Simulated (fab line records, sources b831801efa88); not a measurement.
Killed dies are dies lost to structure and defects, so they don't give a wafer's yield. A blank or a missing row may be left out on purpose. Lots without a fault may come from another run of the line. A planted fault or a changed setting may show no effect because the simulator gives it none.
Which tool did it? | flow sky130 | 6 lots, 18 wafers sampled, at 2 steps of a route of 708

WHAT THE GAUGES READ, wafer by wafer
SKY_RES_XHIGH_TW_MEAS_09.
lot  | measured     | on            | RES_XHIGH_TW
L669 | day 24 10:37 | film_metro-02 | 1623 1636 1647
L671 | day 25 03:04 | film_metro-02 | 1628 1626 1624
L672 | day 25 16:22 | film_metro-04 | 787 795 790
L683 | day 28 21:08 | film_metro-01 | 1624 1633 1627
L685 | day 37 09:37 | film_metro-04 | 1613 1614 1606
L690 | day 37 14:31 | film_metro-02 | 1634 1640 1634

WHICH TOOL RAN EACH LOT (tool, then ch and the chambers of the sampled wafers, then the start)
lot  | SKY_RES_XHIGH_IMPLANT_07
L669 | implanter-04 ch 0, day 24 10:22
L671 | implanter-04 ch 0, day 25 02:50
L672 | implanter-01 ch 0, day 25 16:05
L683 | implanter-03 ch 0, day 28 20:53
L685 | implanter-03 ch 0, day 37 09:23
L690 | implanter-01 ch 0, day 37 14:17
- SKY_RES_XHIGH_IMPLANT_07

THE ANSWER, worked out from the rows above alone
Rule: what is usual is taken from the lots themselves. Put in order of their means at a reading, lots are off if they are a third of the lots or fewer, leave a main group of 4 or more, and stand apart from it by a gap of 3 or more times the standard deviation of the main group's means; of several such gaps the widest counts. A main group whose means are all the same, to the digits that the tables above print for the reading, isn't used. A lot without any number at a reading at which 4 lots or more have one is off too. The other lots that the step has rows for count as sound.
Off: L672, at SKY_RES_XHIGH_TW_MEAS_09 (RES_XHIGH_TW). The main group: mean 1627, standard deviation 9.
A tool fits if, at a process step before that reading, it ran every lot that is off, and no sound lot after the first of them. The gauges at SKY_RES_XHIGH_TW_MEAS_09 are tried like those tools. None of those tried fits.

WHAT THE SIMULATOR HAD PUT IN
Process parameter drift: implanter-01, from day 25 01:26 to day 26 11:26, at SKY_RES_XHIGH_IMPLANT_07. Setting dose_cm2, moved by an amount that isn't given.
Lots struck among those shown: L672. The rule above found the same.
